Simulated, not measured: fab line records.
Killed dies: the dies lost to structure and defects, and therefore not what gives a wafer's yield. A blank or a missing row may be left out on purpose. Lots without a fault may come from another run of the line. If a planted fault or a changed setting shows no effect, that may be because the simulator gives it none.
Comparing a struck lot with a sound one + flow sky130 + 15 out of 708 route steps
Sound: these wafers, L761.1, L761.2, L761.4. The struck wafers were L769.1, L769.3, L769.5. At the end, the cause is stated.
Order at every step that has rows: each side's tool, ch and its chambers, its first start. Under that, the readings that differ: sound wafers + struck wafers + difference of the means + sigmas: that difference in standard deviations of wafers without a fault.
alike: a reading whose means differ by less than 2 such deviations, as well as words and numbers matching on both sides. not compared: withheld readings; readings where some wafer has no value; bounds like >300 that might hide an equal value; numbers whose values overlap and for which the record gives no deviation.
The two part at a step that has a row with sigmas, a row that says differs or no value, or rows on one side only. Numbers that have no deviation but don't overlap get no sigmas and don't part them. Lack of a reading on every wafer of one side parts them only where that side has two or more wafers.

first, 7 steps without rows for these wafers: SKY_LDD_N_DEHYDRATE_00 (time 60 s); SKY_LDD_N_HMDS_01 (prime time 60 s); SKY_LDD_N_COAT_02 (resist thk 300 nm); SKY_LDD_N_SOFTBAKE_03 (time 60 s); SKY_LDD_N_EXPOSE_04 (exposes mask NTM, target cd 840 nm); SKY_LDD_N_PEB_05; SKY_LDD_N_DEVELOP_06 (develop time 60 s).
SKY_LDD_N_OVL_MEAS_07:
  sound on overlay-02 at day 19 03:50; struck on overlay-02 at day 22 18:53
  alike: LDD_N_OVL
then, 4 steps without rows for these wafers: SKY_LDD_N_IMPLANT_08; SKY_LDD_N_IMPLANT_09; SKY_LDD_N_IMPLANT_10; SKY_LDD_N_IMPLANT_11.
SKY_LDD_N_IMPLANT_12:
  sound on implanter-04 ch 0, day 19 04:29; struck on implanter-02 ch 0, day 22 19:32
| reading                  | sound             | struck            | difference | sigmas |
|--------------------------|-------------------|-------------------|------------|--------|
| implantIonAmu            | 49 49 49          | 11 11 11          | -38        |        |
| model.implant.rpNm (nm)  | 32.13 32.13 32.13 | 137.7 137.7 137.7 | +105.6     |        |
| model.implant.drpNm (nm) | 18.83 18.83 18.83 | 60.76 60.76 60.76 | +41.93     |        |
  alike: faradayCurrentUA
next, for these wafers, 1 step has no rows: SKY_LDD_N_IMPLANT_13.
-- record jumps: 26 days separate the struck wafers' starts on either side; left off in module LDD_N, taken up again in module PAD_OPEN, whose first shown step is the route's number 708 --
SKY_PAD_OPEN_PROBE_99:
  sound on prober-01 at day 46 19:04; struck on prober-01 at day 48 18:11
| reading                                     | sound                | struck               | difference | sigmas |
|---------------------------------------------|----------------------|----------------------|------------|--------|
| model.etest.tipP.rsOhmSq                    | 6671 6702 6680       | 6517 6570 6519       | -149       |        |
| model.etest.tipSonos.rsOhmSq                | 2661 2637 2652       | 2754 2732 2743       | +93        |        |
| model.etest.tip_p_5v.rsOhmSq                | 2877 2865 2875       | 2826 2817 2827       | -49        |        |
| model.etest.tip_n_5v.rsOhmSq                | 1418 1422 1407       | 1432 1430 1437       | +17        |        |
| model.etest.diodeNdiffPwell.leakLog10ACm2   | -7.488 -7.216 -7.256 | -6.485 -6.161 -6.536 | +0.926     |        |
| model.etest.diodeNdiffFingers.leakLog10ACm2 | -6.464 -6.546 -6.339 | -6.167 -5.94 -6.274  | +0.323     |        |
| model.etest.nfet_01v8.offLog10AUm           | -13.28 -13.27 -13.33 | -13.19 -13.05 -12.81 | +0.28      |        |
  alike: killed_at_M0_to_M3, killed_at_M4_up, killedAtContacts, killedAtFrontEnd, killedAtOther, killedDies, killedOpen, killedShort
  not compared: model.etest.tipN.rsOhmSq

== WHERE THEY PART ==
Nowhere in this record.

WHY: what the simulator had put in
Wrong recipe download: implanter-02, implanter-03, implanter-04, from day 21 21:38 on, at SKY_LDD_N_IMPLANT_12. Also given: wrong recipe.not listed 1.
